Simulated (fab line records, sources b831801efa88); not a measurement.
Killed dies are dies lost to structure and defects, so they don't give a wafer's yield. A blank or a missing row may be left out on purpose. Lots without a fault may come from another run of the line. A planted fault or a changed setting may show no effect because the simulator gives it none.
A struck lot beside a sound one | flow sky130 | 16 steps out of a route of 708
Sound: wafers L935.3, L935.5, L935.6. Struck: wafers L925.1, L925.3, L925.5. The cause comes at the end.
At each step with rows: each side's tool, then ch and its chambers, then its first start. Under that, the readings that differ: sound wafers | struck wafers | difference of the means | sigmas: that difference in standard deviations of wafers without a fault.
alike: readings whose means differ by less than 2 such deviations, and words and numbers that are the same on both sides. not compared: withheld readings, readings that some wafer has no value for, bounds like >300 that may hide the same value, and numbers for which the record gives no deviation and whose values overlap.
The two part at a step that has a row with sigmas, a row that says differs or no value, or rows on one side only. Numbers that don't overlap but have no deviation are shown without sigmas and don't part them. A reading that every wafer of one side lacks parts them only if that side has two wafers or more.

first, 5 steps without rows for these wafers: SKY_SONOS_TUNNEL_COAT_02 (resist thk 1140 nm); SKY_SONOS_TUNNEL_SOFTBAKE_03 (time 60 s); SKY_SONOS_TUNNEL_EXPOSE_04 (exposes mask TUNM, target cd 410 nm); SKY_SONOS_TUNNEL_PEB_05; SKY_SONOS_TUNNEL_DEVELOP_06 (develop time 60 s).
SKY_SONOS_TUNNEL_CD_MEAS_07: target cd 410 nm.
  sound on cd_sem-02, day 17 01:19; struck on cd_sem-02, day 13 16:59
  alike: cd_nm
SKY_SONOS_TUNNEL_OVL_MEAS_08:
  sound on overlay-01, day 17 01:24; struck on overlay-02, day 13 17:07
  reading               | sound       | struck         | difference | sigmas
  SONOS_TUNNEL_OVL (nm) | 1.4 1.9 1.9 | -2.8 -3.1 -2.9 | -4.7       | -3
then, 3 steps without rows for these wafers: SKY_SONOS_TUNNEL_IMPLANT_09; SKY_SONOS_TUNNEL_WET_ETCH_10 (etches SiO2 in dHF, target depth 14 nm, time 280 s); SKY_SONOS_TUNNEL_STRIP_11 (strips in SPM, time 600 s).
SKY_SONOS_TUNNEL_TW_MEAS_12:
  sound on film_metro-01, day 17 01:52; struck on film_metro-02, day 13 17:34
  reading         | sound             | struck            | difference | sigmas
  SONOS_TUNNEL_TW | 193.7 193.4 192.1 | 198.3 198.5 198.8 | +5.5       | +2
then, 1 step without rows for these wafers: SKY_SONOS_TUNNEL_CLEAN_13 (cleans in dHF, time 20 s).
SKY_SONOS_ONO_OXIDATION_00: stabilise 600 s, purge 300 s, target thk 2.6 nm.
  sound on furnace-02 ch 0, day 17 01:56; struck on furnace-01 ch 0, day 13 19:51
  reading                                          | sound                | struck               | difference | sigmas
  spike_tc_bottom_C (C)                            | 823.0 823.8 823.2    | 793.0 794.5 793.2    | -29.8      | -14
  spike_tc_centre_C (C)                            | 797.0 799.0 797.8    | 774.6 773.7 774.7    | -23.6      | -20
  spike_tc_lower_C (C)                             | 799.9 801.2 801.0    | 774.6 773.3 773.4    | -26.9      | -19
  spike_tc_top_C (C)                               | 811.5 812.5 811.1    | 790.3 789.7 792.7    | -20.8      | -8
  spike_tc_upper_C (C)                             | 801.5 799.8 802.8    | 775.9 776.9 775.8    | -25.2      | -26
  tube_center_temp_C (C)                           | 799.98 800.04 800.12 | 774.89 774.76 774.81 | -25.23     | -99 or more
  tube_center_temp_C_max                           | 802.1 801.9 802.4    | 776.7 776.5 776.8    | -25.5      | -73
  zone_power_centre_pct (%)                        | 14.52 14.67 14.72    | 13.57 13.56 13.57    | -1.07      | -5
  zone_power_upper_pct (%)                         | 14.4 14.7 14.3       | 13.0 12.8 13.0       | -1.5       | -4
  model.SiO2_of_SONOS_ONO_OXIDATION_00.thk_nm (nm) | 2.569 2.626 2.619    | 1.782 1.787 1.804    | -0.814     |
  alike: ramp_up_c_per_min, zone_power_bottom_pct
SKY_SONOS_ONO_THK_MEAS_01:
  sound on film_metro-03, day 17 03:18; struck on film_metro-02, day 13 21:12
  reading                      | sound          | struck         | difference | sigmas
  SONOS_ONO_OXIDATION_THK (nm) | 2.59 2.62 2.57 | 1.77 1.83 1.84 | -0.78      | -16
then, 1 step without rows for these wafers: SKY_SONOS_ONO_CVD_02 (deposits Si3N4 from DCS/NH3, target thk 10.5 nm, time 180 s).
-- the record jumps here: 34 days lie between the struck wafers' starts before and after (it left off in module SONOS_ONO and takes up again in module PAD_OPEN, whose first step shown is number 708 of the route) --
SKY_PAD_OPEN_PROBE_99:
  sound on prober-01, day 49 18:58; struck on prober-01, day 47 18:08
  reading                                   | sound                   | struck                 | difference | sigmas
  model.etest.sonos_erased.drive_ua_um      | 169.1 166 181.6         | 191.4 214.9 266.6      | +52.1      |
  model.etest.sonos_uncharged.r_on_ohm_um   | 838.6 839.1 826.7       | 782.5 791.2 791.6      | -46.4      |
  model.etest.cap_ono.gate_log10_a_cm2      | -8.025 -8.234 -8.288    | -6.952 -7.078 -7.136   | +1.127     |
  model.etest.cap_ono.gate_bv_v (V)         | 16.3 17.08 16.92        | 15.44 15.57 16.1       | -1.06      |
  model.etest.cap_ono.tox_acc_nm (nm)       | 13 13.11 13.19          | 12.06 12.22 12.31      | -0.90      |
  model.etest.pfet_g5v0d10v5.off_log10_a_um | -12.89 -12.91 -12.67    | -11.84 -11.94 -11.97   | +0.91      |
  model.etest.sonos_erased.vt_v (V)         | -2.223 -2.161 -2.159    | -2.605 -2.589 -2.618   | -0.423     |
  model.etest.sonos_baked.vt_less_v (V)     | -0.4948 -0.4521 -0.4862 | -0.8478 -0.8026 -0.748 | -0.3218    |
  alike: killed_at_M0_to_M3, killed_at_M4_up, killed_at_contacts, killed_at_front_end, killed_at_other, killed_dies, killed_open, killed_short

WHERE THEY PART
First at SKY_SONOS_TUNNEL_OVL_MEAS_08; last, within this record, at SKY_SONOS_ONO_THK_MEAS_01. Later steps at which nothing parts them and some readings are alike: SKY_PAD_OPEN_PROBE_99.

WHY: what the simulator had put in
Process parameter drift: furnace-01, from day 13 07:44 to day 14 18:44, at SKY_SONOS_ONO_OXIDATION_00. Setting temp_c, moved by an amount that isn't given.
